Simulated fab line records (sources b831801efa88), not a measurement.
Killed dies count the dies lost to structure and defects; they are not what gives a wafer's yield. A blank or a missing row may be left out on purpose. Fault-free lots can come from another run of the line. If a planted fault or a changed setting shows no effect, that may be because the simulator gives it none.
fab line records    flow gf180mcu
[record] lots = 6  wafers = 18  last-day = 35
route steps=602 shown DNWELL@40 NWELL@42 LVPWELL@54 MVSD@66
lots untouched by any fault: they come from a run of this same line in which no faults occurred
start-h: hours from the record's first day to the start of the lot's first wafer shown    wait-h: hours since the lot's step before    " repeats the value in the row above    L1.1+2: several wafers, shown together as one row    - no value present, or no start provided    * or withheld: withheld    < > ~ a bound
route shown NAME@n: a module of which the file shows steps, and the number in the route of the first    usual: mean/standard deviation of fault-free wafers    same: alike in all rows    chamber/n: place in a boat    sites: each site's reading    _std_site: standard deviation of those values    _edge_site: inner sites' mean taken away from outer sites' mean    radius-mm: for every site, how far away it sits from the centre of the wafer    mask NAME#n: copy n    behind: the last tool/chamber to shape the wafer    hold: why the lot went on hold/how many hours it stayed there/how the hold came to an end    device: the transistor (n, p or np) that didn't switch    end of line: tests of these same wafers at the route's end    a step without rows: its recipe alone    killed: the dies lost at the first sort to structure and to defects; this is not the yield of the wafer    map: the dies of a wafer, with x for killed, . for not killed, _ for no die there
set.NAME: setting as actually run; set.NAME@STEP: the setting as run at that earlier step    model.NAME: the simulator's own value behind a step, which no gauge read
certain route steps with their lots: each step a table, each wafer a row
services: when a tool's chamber went out of use (start-h, in hours from the record's first day, below 0 if earlier), for how many hours, and the reason
[[steps]]
[step GF_DNWELL_STRIP_08]
[recipe] chemistry = O2/N2  power-w = 1400  pressure-mtorr = 1500  platen-temp-c = 250  o2-flow-sccm = 3000  n2-flow-sccm = 300  overash-fraction = 0.5
[usual] chamber-pressure-mTorr = 1499.9/1.4  drypump-motor-current-A = 6.1/0.47  heater-power-w = 325/33  oes-product-au = 0.723/0.0046  strip-time-to-endpoint-s = 36.96/0.11
lot.wafer  tool             chamber  start-h  wait-h  chamber-pressure-mTorr  drypump-motor-current-A  heater-power-w  oes-product-au  rf-hours-counter-h  strip-time-to-endpoint-s
L708.3     plasma-asher-01  0        118.21   0.1     1500.6                  5.3                      327             0.711           -                   36.93
L708.4     "                1        "        "       1498.8                  6.4                      377             0.727           -                   36.93
L708.5     "                0        "        "       1498.7                  5.3                      332             0.726           -                   36.86
L713.2     plasma-asher-03  1        143.57   0.1     1499.1                  5.7                      364             0.717           52                  36.74
L713.3     "                0        "        "       1500.2                  6.6                      295             0.725           -                   36.83
L713.5     "                0        "        "       1499.0                  6.6                      309             0.724           -                   36.70
L714.3     plasma-asher-02  0        149.51   0.1     1499.3                  5.8                      305             0.724           -                   36.85
L714.4     "                1        "        "       1498.5                  6.5                      281             0.718           -                   36.80
L714.6     "                0        "        "       1501.2                  5.8                      300             0.722           -                   36.85
L715.4     plasma-asher-01  1        155.50   0.1     1497.6                  6.5                      361             0.715           -                   36.84
L715.5     "                1        "        "       1501.0                  6.5                      356             0.729           -                   36.87
L715.6     "                0        "        "       1500.6                  5.3                      338             0.713           -                   36.94
L716.2     plasma-asher-02  0        159.17   0.1     1500.5                  5.8                      311             0.725           50                  36.83
L716.5     "                1        "        "       1500.7                  6.4                      273             0.733           -                   36.79
L716.6     "                0        "        "       1498.8                  5.8                      315             0.722           -                   36.98
L717.1     plasma-asher-01  1        166.07   0.1     1501.5                  6.5                      368             0.717           5                   37.18
L717.3     "                0        "        "       1497.4                  5.3                      330             0.728           -                   37.21
L717.5     "                1        "        "       1500.8                  6.4                      364             0.725           -                   37.08
[step GF_DNWELL_TW_MEAS_09]
[usual] DNWELL_TW = 1348/8.8
lot.wafer  tool           chamber  start-h  wait-h  DNWELL_TW
L708.3     film-metro-04  -        118.30   0.1     1347
L708.4     "              -        "        "       1347
L708.5     "              -        "        "       1348
L713.2     film-metro-01  -        143.68   0.1     1343
L713.3     "              -        "        "       1345
L713.5     "              -        "        "       1344
L714.3     film-metro-02  -        149.59   0.1     1346
L714.4     "              -        "        "       1349
L714.6     "              -        "        "       1338
L715.4     film-metro-01  -        155.60   0.1     1346
L715.5     "              -        "        "       1349
L715.6     "              -        "        "       1349
L716.2     film-metro-02  -        159.28   0.1     1342
L716.5     "              -        "        "       1344
L716.6     "              -        "        "       1341
L717.1     film-metro-04  -        166.17   0.1     1336
L717.3     "              -        "        "       1345
L717.5     "              -        "        "       1346
[step GF_NWELL_DEHYDRATE_00]
[recipe] temp-c = 200  time-s = 60
[step GF_NWELL_HMDS_01]
[recipe] prime-time-s = 60  prime-temp-c = 120
[step GF_NWELL_COAT_02]
[recipe] spin-rpm = 2000  resist-thk-nm = 3000
[step GF_NWELL_SOFTBAKE_03]
[recipe] temp-c = 110  time-s = withheld
[step GF_NWELL_EXPOSE_04]
[recipe] mask-id = Nwell  target-cd-nm = 860  na = 0.6  source-shape = conventional  sigma-outer = 0.6  dose-mj = 260
[step GF_NWELL_PEB_05]
[recipe] temp-c = 115  time-s = withheld
[step GF_NWELL_DEVELOP_06]
[recipe] wall-angle-deg = 90  develop-time-s = 60  dev-temp-c = 23
[step GF_NWELL_OVL_MEAS_07]
[usual] NWELL_OVL = 0.1/1.7
lot.wafer  tool        chamber  start-h  wait-h  NWELL_OVL[nm]
L708.3     overlay-01  -        133.94   -       0.8
L708.4     "           -        "        "       0.3
L708.5     "           -        "        "       -1.4
L713.2     overlay-02  -        159.26   -       -1.6
L713.3     "           -        "        "       -1.5
L713.5     "           -        "        "       1.0
L714.3     overlay-02  -        165.22   -       -0.9
L714.4     "           -        "        "       -1.6
L714.6     "           -        "        "       -0.3
L715.4     overlay-01  -        171.24   -       1.2
L715.5     "           -        "        "       0.5
L715.6     "           -        "        "       1.8
L716.2     overlay-01  -        174.98   -       3.5
L716.5     "           -        "        "       1.5
L716.6     "           -        "        "       3.1
L717.1     overlay-01  -        182.82   -       2.2
L717.3     "           -        "        "       2.0
L717.5     "           -        "        "       1.1
[step GF_NWELL_IMPLANT_08]
[recipe] species = P  energy-kev = 450  dose-cm2 = 1.5e+13  tilt-deg = 0
[step GF_NWELL_IMPLANT_09]
[recipe] species = P  energy-kev = 160  dose-cm2 = 4e+12  tilt-deg = 0
[step GF_NWELL_STRIP_10]
[recipe] chemistry = O2/N2  power-w = 1400  pressure-mtorr = 1500  platen-temp-c = 250  o2-flow-sccm = 3000  n2-flow-sccm = 300  overash-fraction = 0.5
[usual] chamber-pressure-mTorr = 1499.8/1.4  drypump-motor-current-A = 6.1/0.36  heater-power-w = 321/30  oes-product-au = 0.722/0.0047  strip-time-to-endpoint-s = 37.01/0.09
lot.wafer  tool             chamber  start-h  wait-h  chamber-pressure-mTorr  drypump-motor-current-A  heater-power-w  oes-product-au  rf-hours-counter-h  strip-time-to-endpoint-s  model.coat_of_NWELL_COAT_02.thk-nm
L708.3     plasma-asher-03  1        134.29   0.1     1498.7                  5.7                      369             0.724           -                   36.88                     0
L708.4     "                0        "        "       1498.4                  6.6                      304             0.725           -                   37.02                     0
L708.5     "                0        "        "       1503.4                  6.6                      305             0.720           -                   36.99                     0
L713.2     plasma-asher-02  0        159.59   0.1     -                       -                        -               -               -                   -                         3002
L713.3     "                1        "        "       -                       -                        -               -               -                   -                         2996
L713.5     "                1        "        "       -                       -                        -               -               -                   -                         3002
L714.3     plasma-asher-04  1        165.58   0.1     -                       -                        -               -               -                   -                         2998
L714.4     "                0        "        "       -                       -                        -               -               -                   -                         2997
L714.6     "                0        "        "       -                       -                        -               -               -                   -                         3002
L715.4     plasma-asher-02  1        171.59   0.1     1498.2                  6.5                      277             0.720           -                   37.03                     0
L715.5     "                1        "        "       1499.5                  6.5                      279             0.723           -                   37.01                     0
L715.6     "                0        "        "       1500.4                  5.8                      303             0.720           -                   37.00                     0
L716.2     plasma-asher-03  0        175.31   0.1     1500.6                  6.6                      298             0.723           55                  37.13                     0
L716.5     "                0        "        "       1501.6                  6.6                      305             0.715           -                   37.14                     0
L716.6     "                1        "        "       1501.3                  5.6                      374             0.722           -                   37.13                     0
L717.1     plasma-asher-02  1        183.16   0.1     1499.3                  6.5                      283             0.721           53                  37.11                     0
L717.3     "                0        "        "       1500.6                  5.8                      309             0.722           -                   37.06                     0
L717.5     "                0        "        "       1499.3                  5.8                      308             0.720           -                   37.05                     0
[step GF_NWELL_TW_MEAS_11]
[usual] NWELL_TW = 1566/8.1
lot.wafer  tool           chamber  start-h  wait-h  NWELL_TW
L708.3     film-metro-01  -        134.38   0.1     1576
L708.4     "              -        "        "       1571
L708.5     "              -        "        "       1564
L713.2     film-metro-02  -        159.70   0.1     1550
L713.3     "              -        "        "       1551
L713.5     "              -        "        "       1557
L714.3     film-metro-01  -        165.66   0.1     1570
L714.4     "              -        "        "       1576
L714.6     "              -        "        "       1567
L715.4     film-metro-02  -        171.69   0.1     1555
L715.5     "              -        "        "       1554
L715.6     "              -        "        "       1569
L716.2     film-metro-03  -        175.42   0.1     1563
L716.5     "              -        "        "       1561
L716.6     "              -        "        "       1558
L717.1     film-metro-02  -        183.26   0.1     1561
L717.3     "              -        "        "       1567
L717.5     "              -        "        "       1559
[step GF_LVPWELL_DEHYDRATE_00]
[recipe] temp-c = 200  time-s = 60
[step GF_LVPWELL_HMDS_01]
[recipe] prime-time-s = 60  prime-temp-c = 120
[step GF_LVPWELL_COAT_02]
[recipe] spin-rpm = 2000  resist-thk-nm = 3000
[step GF_LVPWELL_SOFTBAKE_03]
[recipe] temp-c = 110  time-s = withheld
[step GF_LVPWELL_EXPOSE_04]
[recipe] mask-id = LVPWELL  target-cd-nm = 600  na = 0.6  source-shape = conventional  sigma-outer = 0.6  dose-mj = 260
[step GF_LVPWELL_PEB_05]
[recipe] temp-c = 115  time-s = withheld
[step GF_LVPWELL_DEVELOP_06]
[recipe] wall-angle-deg = 90  develop-time-s = 60  dev-temp-c = 23
[step GF_LVPWELL_OVL_MEAS_07]
[usual] LVPWELL_OVL = 0.1/1.4
lot.wafer  tool        chamber  start-h  wait-h  LVPWELL_OVL[nm]
L708.3     overlay-01  -        149.74   -       1.0
L708.4     "           -        "        "       -0.3
L708.5     "           -        "        "       0.5
L713.2     overlay-01  -        175.98   -       0.4
L713.3     "           -        "        "       1.1
L713.5     "           -        "        "       2.0
L714.3     overlay-02  -        182.68   -       1.8
L714.4     "           -        "        "       0.8
L714.6     "           -        "        "       -0.6
L715.4     overlay-01  -        188.17   -       1.2
L715.5     "           -        "        "       1.8
L715.6     "           -        "        "       0.7
L716.2     overlay-01  -        192.13   -       0.1
L716.5     "           -        "        "       -0.5
L716.6     "           -        "        "       0.0
L717.1     overlay-01  -        200.27   -       -0.7
L717.3     "           -        "        "       -1.4
L717.5     "           -        "        "       0.2
[step GF_LVPWELL_IMPLANT_08]
[recipe] species = B  energy-kev = 170  dose-cm2 = 1.5e+13  tilt-deg = 0
[step GF_LVPWELL_IMPLANT_09]
[recipe] species = B  energy-kev = 60  dose-cm2 = 5e+12  tilt-deg = 0
[step GF_LVPWELL_STRIP_10]
[recipe] chemistry = O2/N2  power-w = 1400  pressure-mtorr = 1500  platen-temp-c = 250  o2-flow-sccm = 3000  n2-flow-sccm = 300  overash-fraction = 0.5
[usual] chamber-pressure-mTorr = 1500.1/1.4  drypump-motor-current-A = 6.0/0.35  heater-power-w = 329/28  oes-product-au = 0.722/0.0048  strip-time-to-endpoint-s = 37.00/0.1
lot.wafer  tool             chamber  start-h  wait-h  chamber-pressure-mTorr  drypump-motor-current-A  heater-power-w  oes-product-au  rf-hours-counter-h  strip-time-to-endpoint-s
L708.3     plasma-asher-04  0        150.09   0.1     1499.0                  5.7                      347             0.729           -                   36.99
L708.4     "                1        "        "       1497.1                  6.2                      324             0.720           -                   36.94
L708.5     "                0        "        "       1502.0                  5.8                      366             0.719           -                   37.06
L713.2     plasma-asher-04  1        176.31   0.1     1498.3                  6.2                      329             0.739           39                  81.42
L713.3     "                0        "        "       1499.7                  5.7                      356             0.743           -                   81.37
L713.5     "                1        "        "       1498.8                  6.2                      332             0.747           -                   81.42
L714.3     plasma-asher-04  1        183.04   0.1     1499.6                  6.2                      331             0.737           -                   81.36
L714.4     "                0        "        "       1498.9                  5.7                      358             0.739           -                   81.21
L714.6     "                0        "        "       1498.2                  5.8                      356             0.736           -                   81.29
L715.4     plasma-asher-01  1        188.53   0.1     1501.8                  6.4                      373             0.726           -                   37.03
L715.5     "                1        "        "       1500.1                  6.4                      377             0.722           -                   36.78
L715.6     "                0        "        "       1500.0                  5.3                      338             0.728           -                   37.01
L716.2     plasma-asher-04  1        192.46   0.1     1498.2                  6.3                      332             0.723           41                  37.03
L716.5     "                1        "        "       1499.7                  6.3                      333             0.723           -                   36.96
L716.6     "                0        "        "       1501.6                  5.7                      348             0.719           -                   36.98
L717.1     plasma-asher-02  1        200.61   0.1     1501.3                  6.5                      277             0.716           54                  36.85
L717.3     "                1        "        "       1499.6                  6.5                      279             0.712           -                   36.72
L717.5     "                0        "        "       1500.9                  5.8                      306             0.724           -                   36.84
[step GF_LVPWELL_TW_MEAS_11]
[usual] LVPWELL_TW = 557.0/2.8
lot.wafer  tool           chamber  start-h  wait-h  LVPWELL_TW
L708.3     film-metro-01  -        150.18   0.1     555.6
L708.4     "              -        "        "       555.1
L708.5     "              -        "        "       553.6
L713.2     film-metro-02  -        176.42   0.1     29.8
L713.3     "              -        "        "       29.9
L713.5     "              -        "        "       29.7
L714.3     film-metro-03  -        183.13   0.1     29.6
L714.4     "              -        "        "       29.8
L714.6     "              -        "        "       29.7
L715.4     film-metro-03  -        188.62   0.1     557.3
L715.5     "              -        "        "       555.1
L715.6     "              -        "        "       556.1
L716.2     film-metro-01  -        192.57   0.1     558.3
L716.5     "              -        "        "       561.3
L716.6     "              -        "        "       558.9
L717.1     film-metro-02  -        200.71   0.1     557.5
L717.3     "              -        "        "       557.3
L717.5     "              -        "        "       552.8
[step GF_MVSD_DEHYDRATE_00]
[recipe] temp-c = 200  time-s = 60
[[services]]
tool             chamber  start-h  hours  kind
plasma-asher-01  -        108.75   9.0    pm
plasma-asher-01  0        108.75   9.0    vent-cycle
plasma-asher-01  1        108.75   9.0    vent-cycle
plasma-asher-03  -        117.31   0.4    repair
plasma-asher-01  0        117.75   -      clean
plasma-asher-01  1        117.75   -      clean
plasma-asher-04  -        152.36   2.0    repair
plasma-asher-01  -        161.37   2.8    pm
plasma-asher-03  -        195.49   0.4    repair
plasma-asher-02  -        196.03   3.3    repair
[[key]]
[first-sign] step = GF_NWELL_STRIP_10  reading = tool-record  direction = missing
[effect] step = GF_LVPWELL_STRIP_10  reading = strip-time-to-endpoint-s  direction = up  sigmas = 99+  usual = *  struck = *
[effect] step = GF_LVPWELL_TW_MEAS_11  reading = LVPWELL_TW  direction = down  sigmas = 99+  usual = 557.0  struck = 29.8
[model-effect] step = GF_NWELL_STRIP_10  value = coat_of_NWELL_COAT_02.thk-nm  without = 0  struck = 2999
met-at GF_NWELL_STRIP_10
struck-wafers L713.2,L713.3,L713.5,L714.3,L714.4,L714.6
sort-left-out L713.2,L713.3,L713.5,L714.3,L714.4,L714.6
tester-left-out L713,L714
[fault] kind = skipped-step-whole  tool = plasma-asher-02,plasma-asher-04  chamber = -  onset-h = 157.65  steps = GF_NWELL_STRIP_10  scope = struck-lots-only
// tester-left-out: of these lots the tester's yield and bins aren't shown, on N5 and GAA mostly nor the transistor test; their killed dies are dies lost to structure and defects alone, not to doping, threshold or leakage, so they don't give the yield
// sort-left-out: the simulated sort isn't trusted on such a fault, so these wafers' sort isn't shown, and their yield isn't known
